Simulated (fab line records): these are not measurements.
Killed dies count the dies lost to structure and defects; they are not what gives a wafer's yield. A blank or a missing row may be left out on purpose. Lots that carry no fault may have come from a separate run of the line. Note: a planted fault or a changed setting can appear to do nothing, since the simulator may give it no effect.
Shared-tool check || flow gf180mcu || 12 lots and 36 wafers in the sample

== THE REASON FOR OPENING IT ==
3 of 12 lots carry a flag on the reading STI_OXIDATION_02_THK at GF_STI_THK_MEAS_30. Fault-free wafers read 9.85 nm, with a standard deviation of 0.18.
Rule: a lot is flagged when every wafer of it that has a number lies more than 4 standard deviations from that mean, or none has a number. The other lots count as sound.

{"lot": "L945", "measured": "day 2 06:18", "on": "filmMetro-04", "STI_OXIDATION_02_THK (nm), wafer by wafer": "9.67 9.66 9.70", "flag": ""}
{"lot": "L948", "measured": "day 2 21:26", "on": "filmMetro-02", "STI_OXIDATION_02_THK (nm), wafer by wafer": "9.86 9.95 10.04", "flag": ""}
{"lot": "L950", "measured": "day 3 09:55", "on": "filmMetro-01", "STI_OXIDATION_02_THK (nm), wafer by wafer": "9.84 10.04 9.90", "flag": ""}
{"lot": "L952", "measured": "day 3 18:29", "on": "filmMetro-02", "STI_OXIDATION_02_THK (nm), wafer by wafer": "10.01 9.97 10.21", "flag": ""}
{"lot": "L954", "measured": "day 4 06:37", "on": "filmMetro-01", "STI_OXIDATION_02_THK (nm), wafer by wafer": "16.03 15.95 16.14", "flag": "FLAGGED"}
{"lot": "L955", "measured": "day 4 09:47", "on": "filmMetro-02", "STI_OXIDATION_02_THK (nm), wafer by wafer": "9.89 9.81 9.96", "flag": ""}
{"lot": "L960", "measured": "day 5 13:08", "on": "filmMetro-01", "STI_OXIDATION_02_THK (nm), wafer by wafer": "9.81 10.00 9.87", "flag": ""}
{"lot": "L961", "measured": "day 5 17:56", "on": "filmMetro-02", "STI_OXIDATION_02_THK (nm), wafer by wafer": "15.82 15.51 15.69", "flag": "FLAGGED"}
{"lot": "L962", "measured": "day 5 23:34", "on": "filmMetro-01", "STI_OXIDATION_02_THK (nm), wafer by wafer": "15.65 15.21 15.69", "flag": "FLAGGED"}
{"lot": "L964", "measured": "day 6 08:08", "on": "filmMetro-01", "STI_OXIDATION_02_THK (nm), wafer by wafer": "9.49 9.44 9.43", "flag": ""}
{"lot": "L966", "measured": "day 6 19:53", "on": "filmMetro-02", "STI_OXIDATION_02_THK (nm), wafer by wafer": "9.81 9.56 9.78", "flag": ""}
{"lot": "L968", "measured": "day 7 05:53", "on": "filmMetro-01", "STI_OXIDATION_02_THK (nm), wafer by wafer": "10.13 10.00 10.10", "flag": ""}
Average over the flagged lots: 15.74 nm; offset from the usual +5.89 nm, equal to +33 standard deviations.

== EACH LOT AND THE TOOL IT RAN ON ==
The record keeps 1 process step preceding the reading, out of 602 steps on the route. In each cell: the tool, then ch and the chambers that the sampled wafers went through, then the start.
{"lot": "L945", "flag": "", "GF_STI_OXIDATION_29": "furnace-01 ch 0, day 2 04:53"}
{"lot": "L948", "flag": "", "GF_STI_OXIDATION_29": "furnace-01 ch 0, day 2 20:02"}
{"lot": "L950", "flag": "", "GF_STI_OXIDATION_29": "furnace-01 ch 0, day 3 08:31"}
{"lot": "L952", "flag": "", "GF_STI_OXIDATION_29": "furnace-02 ch 0, day 3 17:05"}
{"lot": "L954", "flag": "FLAGGED", "GF_STI_OXIDATION_29": "furnace-01 ch 0, day 4 03:34"}
{"lot": "L955", "flag": "", "GF_STI_OXIDATION_29": "furnace-01 ch 0, day 4 08:23"}
{"lot": "L960", "flag": "", "GF_STI_OXIDATION_29": "furnace-02 ch 0, day 5 11:45"}
{"lot": "L961", "flag": "FLAGGED", "GF_STI_OXIDATION_29": "furnace-02 ch 0, day 5 14:52"}
{"lot": "L962", "flag": "FLAGGED", "GF_STI_OXIDATION_29": "furnace-01 ch 0, day 5 20:37"}
{"lot": "L964", "flag": "", "GF_STI_OXIDATION_29": "furnace-01 ch 0, day 6 06:44"}
{"lot": "L966", "flag": "", "GF_STI_OXIDATION_29": "furnace-02 ch 0, day 6 18:29"}
{"lot": "L968", "flag": "", "GF_STI_OXIDATION_29": "furnace-02 ch 0, day 7 04:29"}
What these steps do:
- GF_STI_OXIDATION_29: stabilise 600 s, purge 300 s, target thk 10 nm.
- GF_STI_THK_MEAS_30

== FLAGGED AGAINST TOTAL, ONE TOOL AT A TIME (gauges that did the reading follow at the end) ==
{"step": "GF_STI_OXIDATION_29", "tool": "furnace-01", "lots run": 7, "flagged": 2, "share of the flagged lots": "some", "sound lots run after its first flagged lot": "2 (L955,L964)"}
{"step": "GF_STI_OXIDATION_29", "tool": "furnace-02", "lots run": 5, "flagged": 1, "share of the flagged lots": "some", "sound lots run after its first flagged lot": "2 (L966,L968)"}
{"step": "GF_STI_THK_MEAS_30", "tool": "filmMetro-01", "lots run": 6, "flagged": 2, "share of the flagged lots": "some", "sound lots run after its first flagged lot": "3 (L960,L964,L968)"}
{"step": "GF_STI_THK_MEAS_30", "tool": "filmMetro-02", "lots run": 5, "flagged": 1, "share of the flagged lots": "some", "sound lots run after its first flagged lot": "1 (L966)"}
{"step": "GF_STI_THK_MEAS_30", "tool": "filmMetro-04", "lots run": 1, "flagged": 0, "share of the flagged lots": "none", "sound lots run after its first flagged lot": "-"}

== WHAT THE TABLE PERMITS ==
No row of the table ran every flagged lot.

== WHAT THE SIMULATOR HAD INSERTED ==
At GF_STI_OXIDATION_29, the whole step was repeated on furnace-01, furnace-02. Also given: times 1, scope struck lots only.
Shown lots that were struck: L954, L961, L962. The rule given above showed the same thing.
